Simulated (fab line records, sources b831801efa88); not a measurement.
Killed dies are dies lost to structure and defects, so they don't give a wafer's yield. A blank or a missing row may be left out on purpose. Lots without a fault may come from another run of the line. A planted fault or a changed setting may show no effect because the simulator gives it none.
fab line records | flow sky130
record lots=15 wafers=42 last_day=51
route steps=708 shown LI_CONTACT@362
lots that met no fault: from a run of the same line without faults
start_h: hours from the record's first day to the start of the lot's first wafer shown | wait_h: hours since the lot's step before | " the same as in the row above | L1.1+2: a row that stands for several wafers | - no value, or no start given | * or withheld: withheld | < > ~ a bound
route shown NAME@n: a module of which the file shows steps, and the number in the route of the first | usual: mean/standard deviation of fault-free wafers | same: alike in all rows | chamber/n: place in a boat | sites: the reading at each site | _std_site: their standard deviation | _edge_site: outer sites' mean less inner sites' | radius_mm: how far each site lies from the wafer's centre | mask NAME#n: copy n | behind: the tool/chamber that last shaped the wafer | hold: why the lot was held/for how many hours/how that ended | device: the transistor (n, p or np) that didn't switch | end of line: the same wafers' tests at the end of the route | a step without rows: its recipe alone | killed: dies lost to structure and defects at the first sort, not the wafer's yield | map: a wafer's dies, x killed, . not, _ none there
set.NAME: the setting as run; set.NAME@STEP: as run at that earlier step | model.NAME: the simulator's own value behind a step, which no gauge read
steps of the route over a sample of lots; a table a step, a row a wafer
services: from which hour (start_h, from the record's first day; less than 0 if before it) a tool's chamber was out of use, for how many hours, and why
## steps
# step SKY_LI_CONTACT_HDPCVD_00
# recipe material=PSG target_thk_nm=930 sigma_open_frac=0.3 time_s=155 temp_c=600 sih4_flow_sccm=60 pressure_mtorr=6
# columns lot.wafer tool chamber start_h wait_h
L984.1+4+5 hdpcvd-02 2,0,2 652.29 0.6
L985.1+3+5 hdpcvd-02 1,0,0 658.22 0.0
L986.1+2+5 hdpcvd-02 2,0,2 671.57 0.0
L987.1+3+5 hdpcvd-02 2,1,2 678.46 0.0
L988.1+3+4 hdpcvd-02 1,2,0 688.72 0.0
L989.2+3+4 hdpcvd-01 0,2,0 695.66 0.0
L990.2+3+6 hdpcvd-01 0,2,1 707.65 0.0
L991.2+3+4 hdpcvd-01 2,1,0 713.65 0.0
L992.1+4+6 hdpcvd-01 1,1,0 716.53 0.0
L994.1+3 hdpcvd-01 2,0 736.67 0.0
L995.3+6 hdpcvd-01 1 745.36 0.0
L997.3+6 hdpcvd-01 1 754.82 0.0
L104.2+4+5 hdpcvd-01 2,1,2 814.92 0.0
L105.2+4+5 hdpcvd-02 2,1,0 817.76 0.0
L106.1+3+6 hdpcvd-01 1,0,1 853.70 0.0
# step SKY_LI_CONTACT_THK_MEAS_01
# recipe reads=PSG_of_LI_CONTACT_HDPCVD_00
# usual LI_CONTACT_HDPCVD_THK=930/12
# columns lot.wafer tool chamber start_h wait_h LI_CONTACT_HDPCVD_THK[nm]
L984.1 film_metro-03 - 652.39 0.1 931
L984.4 " - " " 931
L984.5 " - " " 927
L985.1 film_metro-01 - 658.32 0.1 927
L985.3 " - " " 923
L985.5 " - " " 927
L986.1 film_metro-01 - 671.67 0.1 945
L986.2 " - " " 949
L986.5 " - " " 950
L987.1 film_metro-02 - 678.57 0.1 923
L987.3 " - " " 925
L987.5 " - " " 930
L988.1 film_metro-02 - 688.82 0.1 941
L988.3 " - " " 929
L988.4 " - " " 947
L989.2 film_metro-02 - 695.77 0.1 924
L989.3 " - " " 929
L989.4 " - " " 929
L990.2 film_metro-03 - 707.76 0.1 917
L990.3 " - " " 917
L990.6 " - " " 938
L991.2 film_metro-02 - 713.76 0.1 932
L991.3 " - " " 949
L991.4 " - " " 936
L992.1 film_metro-03 - 716.63 0.1 936
L992.4 " - " " 943
L992.6 " - " " 918
L994.1 film_metro-03 - 736.77 0.1 910
L994.3 " - " " 512
L995.3 film_metro-01 - 745.48 0.1 528
L995.6 " - " " 532
L997.3 film_metro-03 - 754.94 0.1 518
L997.6 " - " " 527
L104.2 film_metro-03 - 815.03 0.1 918
L104.4 " - " " 935
L104.5 " - " " 929
L105.2 film_metro-01 - 817.88 0.1 939
L105.4 " - " " 942
L105.5 " - " " 942
L106.1 film_metro-01 - 853.81 0.1 940
L106.3 " - " " 916
L106.6 " - " " 940
# step SKY_LI_CONTACT_CMP_02
# recipe material=PSG down_force_psi=4 platen_rpm=60 pad_velocity_m_s=0.94248
# usual head_pressure_psi=4.000/0.0086 motor_current_A=12.0/0.93 time_to_endpoint_s=34/3.1
# columns lot.wafer tool chamber start_h wait_h head_pressure_psi motor_current_A time_to_endpoint_s
L984.4 cmp-02 3 652.45 0.0 4.004 11.7 38
L984.1 " 2 " " 3.999 12.2 39
L984.5 " 0 " " 4.007 10.5 38
L985.3 cmp-02 1 658.38 0.0 4.000 12.0 29
L985.1 " 2 " " 4.011 12.2 33
L985.5 " 2 " " 4.004 12.6 34
L986.2 cmp-01 1 671.83 0.1 4.002 13.4 42
L986.1 " 2 " " 4.002 13.1 37
L986.5 " 3 " " 4.008 11.4 35
L987.1 cmp-02 3 678.68 0.1 3.984 12.7 34
L987.3 " 1 " " 3.999 11.9 32
L987.5 " 2 " " 4.005 12.0 33
L988.3 cmp-02 3 688.88 0.0 3.994 12.2 33
L988.4 " 1 " " 3.995 11.8 30
L988.1 " 2 " " 3.998 12.4 32
L989.4 cmp-01 0 695.82 0.0 3.997 12.1 32
L989.3 " 1 " " 3.993 13.4 37
L989.2 " 2 " " 4.016 12.6 34
L990.3 cmp-01 1 707.81 0.0 4.004 13.7 40
L990.2 " 2 " " 4.000 12.5 32
L990.6 " 1 " " 4.002 13.5 41
L991.4 cmp-02 2 713.81 0.0 3.995 12.1 37
L991.3 " 3 " " 4.005 11.6 40
L991.2 " 0 " " 4.017 10.3 41
L992.4 cmp-01 0 716.74 0.1 4.011 11.6 36
L992.1 " 2 " " 4.000 12.8 35
L992.6 " 3 " " 4.007 10.9 31
L994.3 cmp-01 2 736.88 0.1 4.007 12.5 17
L994.1 " 3 " " 3.989 10.5 29
L995.3 cmp-01 3 745.52 0.0 3.995 11.4 21
L995.6 " 0 " " 4.001 11.9 19
L997.3 cmp-01 0 755.13 0.2 3.997 11.8 19
L997.6 " 2 " " 4.009 13.3 21
L104.4 cmp-01 3 815.13 0.1 3.991 11.3 31
L104.2 " 1 " " 4.001 13.6 35
L104.5 " 2 " " 4.007 13.2 34
L105.4 cmp-01 3 817.98 0.1 3.987 11.2 32
L105.2 " 0 " " 4.005 12.2 31
L105.5 " 2 " " 4.006 12.3 34
L106.3 cmp-01 2 853.97 0.1 4.007 12.3 34
L106.1 " 3 " " 3.977 11.0 33
L106.6 " 0 " " 4.002 11.6 32
# step SKY_LI_CONTACT_ETCH_15
# recipe target=PSG chemistry=C4F8/O2/Ar stop_on=Si taper_deg=4.15 mask_material=KrF-thick source_w=1500 bias_w=1200 pressure_mtorr=40 c4f8_flow_sccm=withheld O2_flow_sccm=6 Ar_flow_sccm=300 time_s=withheld target_depth_a=6000
# usual oes_product_au=0.838/0.0046
# columns lot.wafer tool chamber start_h wait_h oes_product_au
L984.1 rie_diel-01 2 680.88 0.0 0.840
L984.4 " 0 " " 0.848
L984.5 " 3 " " 0.839
L985.1 rie_diel-02 3 687.25 0.0 0.847
L985.3 " 0 " " 0.841
L985.5 " 2 " " 0.838
L986.1 rie_diel-01 1 699.80 0.0 0.830
L986.2 " 3 " " 0.846
L986.5 " 0 " " 0.843
L987.1 rie_diel-02 3 707.28 0.0 0.837
L987.3 " 1 " " 0.837
L987.5 " 0 " " 0.838
L988.1 rie_diel-03 3 716.75 0.0 0.832
L988.3 " 2 " " 0.840
L988.4 " 1 " " 0.837
L989.2 rie_diel-02 3 724.10 0.0 0.837
L989.3 " 1 " " 0.833
L989.4 " 3 " " 0.835
L990.2 rie_diel-03 2 735.28 0.0 0.837
L990.3 " 1 " " 0.838
L990.6 " 1 " " 0.837
L991.2 rie_diel-02 1 742.43 0.0 0.840
L991.3 " 0 " " 0.845
L991.4 " 1 " " 0.839
L992.1 rie_diel-02 1 745.39 0.0 0.840
L992.4 " 0 " " 0.841
L992.6 " 1 " " 0.824
L994.1 rie_diel-03 0 765.00 0.0 0.844
L994.3 " 1 " " 0.770
L995.3 rie_diel-03 3 774.03 0.0 0.788
L995.6 " 1 " " 0.784
L997.3 rie_diel-01 1 782.69 0.0 0.781
L997.6 " 1 " " 0.780
L104.2 rie_diel-02 3 841.83 0.0 0.831
L104.4 " 2 " " 0.834
L104.5 " 1 " " 0.836
L105.2 rie_diel-02 3 843.79 0.0 0.837
L105.4 " 1 " " 0.840
L105.5 " 2 " " 0.835
L106.1 rie_diel-01 3 880.44 0.0 0.844
L106.3 " 1 " " 0.825
L106.6 " 0 " " 0.839
## services
# columns tool chamber start_h hours kind
hdpcvd-02 - 637.69 14.6 pm
hdpcvd-01 - 650.75 15.0 pm
rie_diel-02 1 653.04 5.7 repair
cmp-01 - 665.37 0.3 repair
hdpcvd-01 - 665.75 2.8 pm
hdpcvd-02 - 668.50 2.8 pm
cmp-02 - 675.94 1.9 repair
cmp-02 - 688.07 0.6 repair
cmp-02 - 689.87 8.6 pm
hdpcvd-02 - 700.82 6.1 repair
cmp-02 - 701.02 0.5 repair
rie_diel-02 2 701.54 5.8 repair
rie_diel-02 3 708.49 2.4 repair
cmp-01 - 720.44 3.4 pm
cmp-02 - 744.11 4.0 pm
hdpcvd-01 - 746.63 0.9 repair
hdpcvd-02 - 770.12 0.3 repair
cmp-01 - 772.61 15.7 repair
rie_diel-02 2 787.87 7.6 repair
hdpcvd-01 - 791.96 5.7 repair
hdpcvd-02 1 793.96 4.4 repair
rie_diel-02 0 811.91 2.8 repair
cmp-01 - 824.60 0.7 repair
hdpcvd-02 - 872.14 0.9 repair
## key
first_sign step=SKY_LI_CONTACT_THK_MEAS_01 reading=LI_CONTACT_HDPCVD_THK direction=down sigmas=33 usual=930 struck=523
effect step=SKY_LI_CONTACT_CMP_02 reading=time_to_endpoint_s direction=down sigmas=4.9 usual=* struck=*
effect step=SKY_LI_CONTACT_ETCH_15 reading=oes_product_au direction=down sigmas=12 usual=0.838 struck=0.781
met_at SKY_LI_CONTACT_HDPCVD_00
struck_lots L994,L995,L997
struck_wafers L994.3,L995.3,L995.6,L997.3,L997.6
tester_left_out L994,L995,L997
onset_between 716.53 736.67
fault kind=process_parameter_drift tool=hdpcvd-01 chamber=- onset_h=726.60 steps=SKY_LI_CONTACT_HDPCVD_00 channel=target_thk_nm offset=-403.56 shape=step end_h=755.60 scope=struck_wafers_only acts_in=these_recipes_only stated=930
# tester_left_out: of these lots the tester's yield and bins aren't shown, on N5 and GAA mostly nor the transistor test; their killed dies are dies lost to structure and defects alone, not to doping, threshold or leakage, so they don't give the yield
